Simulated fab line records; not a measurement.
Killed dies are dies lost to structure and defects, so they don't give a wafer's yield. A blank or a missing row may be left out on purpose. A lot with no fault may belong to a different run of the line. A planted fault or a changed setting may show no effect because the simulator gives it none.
Problem report, 8D (eight disciplines) form, completed by code || flow sky130 || the parts of the form that need people (team, actions taken, sign-off) are left out

## 1. PROBLEM STATEMENT
VIA4_HDPCVD_THK at SKY_VIA4_THK_MEAS_01 reads a mean of 3414 nm on 2 wafers of 1 lot; wafers without a fault read 1762 nm with a standard deviation of 25. That puts it +66 standard deviations away from the usual mean.
First seen on wafer L715.1, day 45 23:10, on film metro-02. Wafers with a number at this step in the record: 33, from 11 lots. Rule for "out", or "out of limits": more than 4 standard deviations from the usual mean. The other wafers with a number count as sound.

## 2. WHAT THIS IS AND IS NOT
{"question": "which readings at this step", "is": "VIA4_HDPCVD_THK", "is not": "-"}
{"question": "which lots", "is": "L715", "is not": "L701, L702, L703, L705, L707, L708, L710, L711, L721, L723"}
{"question": "which wafers of those lots", "is": "L715.1, L715.6", "is not": "L715.3"}
{"question": "read on which gauges", "is": "film metro-02", "is not": "film metro-01, film metro-03"}
{"question": "when", "is": "from day 45 23:10", "is not": "up to then (25 sound wafers); but 6 sound wafers of L721, L723 came after"}

## 3. WHAT RULES OUT EACH SUSPECT
Counting: if a tool at a process step up to the reading ran every lot that is out, it stays a suspect. Sound lots after the first of them don't rule it out here, since some wafers of a struck lot are sound.
- the gauge at SKY_VIA4_THK_MEAS_01: kept. All the wafers that are out were read on film metro-02, and no step on other tools shows them out.
- pvd sputter-03 at SKY_METAL4_SPUTTER_04 (material TiN, target thk 70 nm, time 58.3 s): kept. L715, the lot that is out, went through it at day 44 01:35; up to then, the latest sound lot through it was L708 at day 43 13:40.
- pvd sputter-02 at SKY_CAP2M_SPUTTER_02 (material TiN, target thk 200 nm, time 166.7 s): kept. L715, the lot that is out, went through it at day 44 01:43; up to then, the latest sound lot through it was L708 at day 43 13:48.
- hdpcvd-01 at SKY_VIA4_HDPCVD_00 (deposits SiO2, target thk 1750 nm, time 291.7 s): kept. L715, the lot that is out, went through it at day 45 22:59; up to then, the latest sound lot through it was L711 at day 45 17:16.
Left after counting: pvd sputter-03 at SKY_METAL4_SPUTTER_04, pvd sputter-02 at SKY_CAP2M_SPUTTER_02, hdpcvd-01 at SKY_VIA4_HDPCVD_00, film metro-02 at SKY_VIA4_THK_MEAS_01.

## 4. THE CAUSE (what the simulator had put in)
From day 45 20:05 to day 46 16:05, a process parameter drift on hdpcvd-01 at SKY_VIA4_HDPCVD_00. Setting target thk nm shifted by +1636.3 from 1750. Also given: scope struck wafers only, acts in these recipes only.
This tool is one of the 4 suspects left after counting.

## 5. THE CHAIN OF EFFECTS, in route order
Each row: a reading whose mean over the struck wafers that have a number lies more than 3 standard deviations from the usual. Scope: only readings with a usual standard deviation given in the record; hours: median across lots of the time from each lot's start at the first step in this table that gives one to its start at this step; sigmas: change in usual standard deviations.
{"hours": 0, "step": "SKY_VIA4_THK_MEAS_01", "reading": "VIA4_HDPCVD_THK", "usual": "1762 nm", "on struck wafers": 3414, "change": "+1652", "sigmas": "+66"}
Later measuring or inspecting steps at which every struck wafer that the step has a row for has a number for every such reading, and none has moved that far: SKY_VIA4_BOW_MEAS_03.

## 6. WHAT WOULD HAVE CAUGHT IT SOONER
The first out-of-limits reading at a measuring or inspecting step in this record came at day 45 23:10, 3 hours after the fault's start at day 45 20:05.
All the lots that are out (1) had begun SKY_VIA4_HDPCVD_00 on hdpcvd-01 by day 45 23:10. None of them would have been spared by holding the tool at that moment.
